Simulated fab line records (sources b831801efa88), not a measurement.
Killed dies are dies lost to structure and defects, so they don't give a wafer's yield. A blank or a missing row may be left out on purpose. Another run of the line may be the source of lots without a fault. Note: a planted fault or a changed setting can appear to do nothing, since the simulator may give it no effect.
Shared-tool check ; flow gf180mcu ; 36 wafers sampled across 12 lots

== REASON IT WAS OPENED ==
Of 12 lots, 2 have the reading V1_CVD_00_THK flagged at GF_V1_THK_MEAS_01. Wafers without a fault read 603 nm, standard deviation 6.9.
Rule: a lot is flagged when every wafer of it that has a number lies more than 4 standard deviations from that mean, or none has a number. All remaining lots are regarded as sound.

lot;measured;on;V1_CVD_00_THK (nm), wafer by wafer;flag
L451;day 18 20:05;film metro-03;605 607 597;
L454;day 19 23:19;film metro-03;589 594 600;
L456;day 20 17:56;film metro-04;1217 1200 1203;FLAGGED
L458;day 21 11:56;film metro-01;1207 1199 1222;FLAGGED
L460;day 22 09:20;film metro-04;596 590 594;
L461;day 22 21:13;film metro-03;598 593 598;
L462;day 23 01:35;film metro-04;602 610 596;
L463;day 23 18:10;film metro-04;602 602 609;
L464;day 23 23:38;film metro-03;614 614 608;
L465;day 24 10:32;film metro-03;601 599 604;
L466;day 24 13:47;film metro-03;602 605 603;
L468;day 24 23:10;film metro-04;596 605 604;
On average the flagged lots' numbers are 1208 nm, which is +605 nm against the usual, or +88 standard deviations.

== WHICH TOOL RAN EACH LOT ==
2 process steps preceding the reading are held in the record, out of 602 steps in the route. Cell contents, in order: the tool; ch with the chambers the sampled wafers went through; the start.
lot;flag;GF_M1_SPUTTER_01;GF_V1_CVD_00
L451;;pvd sputter-01, day 17 19:12;hdpcvd-01 ch 0,1, day 18 20:00
L454;;pvd sputter-01, day 18 21:37;hdpcvd-02 ch 0,2, day 19 23:14
L456;FLAGGED;pvd sputter-04, day 19 16:47;hdpcvd-01 ch 0,1, day 20 17:37
L458;FLAGGED;pvd sputter-03, day 20 10:48;hdpcvd-01 ch 1,2, day 21 11:33
L460;;pvd sputter-01, day 21 08:53;hdpcvd-02 ch 0,2, day 22 09:16
L461;;pvd sputter-03, day 21 21:24;hdpcvd-02 ch 1,2, day 22 21:08
L462;;pvd sputter-04, day 22 01:58;hdpcvd-02 ch 0,2, day 23 01:30
L463;;pvd sputter-04, day 22 18:43;hdpcvd-01 ch 0,2, day 23 18:06
L464;;pvd sputter-03, day 23 00:13;hdpcvd-01 ch 0,1,2, day 23 23:34
L465;;pvd sputter-01, day 23 11:42;hdpcvd-02 ch 0,1,2, day 24 10:28
L466;;pvd sputter-04, day 23 14:24;hdpcvd-01 ch 0,1,2, day 24 13:43
L468;;pvd sputter-01, day 23 23:41;hdpcvd-02 ch 0,1,2, day 24 23:05
What is done by these steps:
- GF_M1_SPUTTER_01: material TiN, target thk 30 nm, time 25 s.
- GF_V1_CVD_00: deposits SiO2, target thk 600 nm, time 100 s.
- GF_V1_THK_MEAS_01

== FLAGGED AGAINST TOTAL, ONE TOOL AT A TIME (gauges that did the reading follow at the end) ==
step;tool;lots run;flagged;share of the flagged lots;sound lots run after its first flagged lot
GF_M1_SPUTTER_01;pvd sputter-01;5;0;none;-
GF_M1_SPUTTER_01;pvd sputter-03;3;1;some;2 (L461,L464)
GF_M1_SPUTTER_01;pvd sputter-04;4;1;some;3 (L462,L463,L466)
GF_V1_CVD_00;hdpcvd-01;6;2;all;3 (L463,L464,L466)
GF_V1_CVD_00;hdpcvd-02;6;0;none;-
GF_V1_THK_MEAS_01;film metro-01;1;1;some;0
GF_V1_THK_MEAS_01;film metro-03;6;0;none;-
GF_V1_THK_MEAS_01;film metro-04;5;1;some;4 (L460,L462,L463,L468)

== WHAT IS ALLOWED BY THE TABLE ==
Rows of the table that ran each flagged lot: 1, that is hdpcvd-01 at GF_V1_CVD_00.
- hdpcvd-01 at GF_V1_CVD_00: 2 of its 6 lots flagged. Sound lots ran on it after the first flagged one (L463, L464, L466), which a lasting fault on the whole tool wouldn't allow.
Every row of the table either missed a flagged lot or ran a sound lot after the first.

== WHAT THE SIMULATOR PUT IN ==
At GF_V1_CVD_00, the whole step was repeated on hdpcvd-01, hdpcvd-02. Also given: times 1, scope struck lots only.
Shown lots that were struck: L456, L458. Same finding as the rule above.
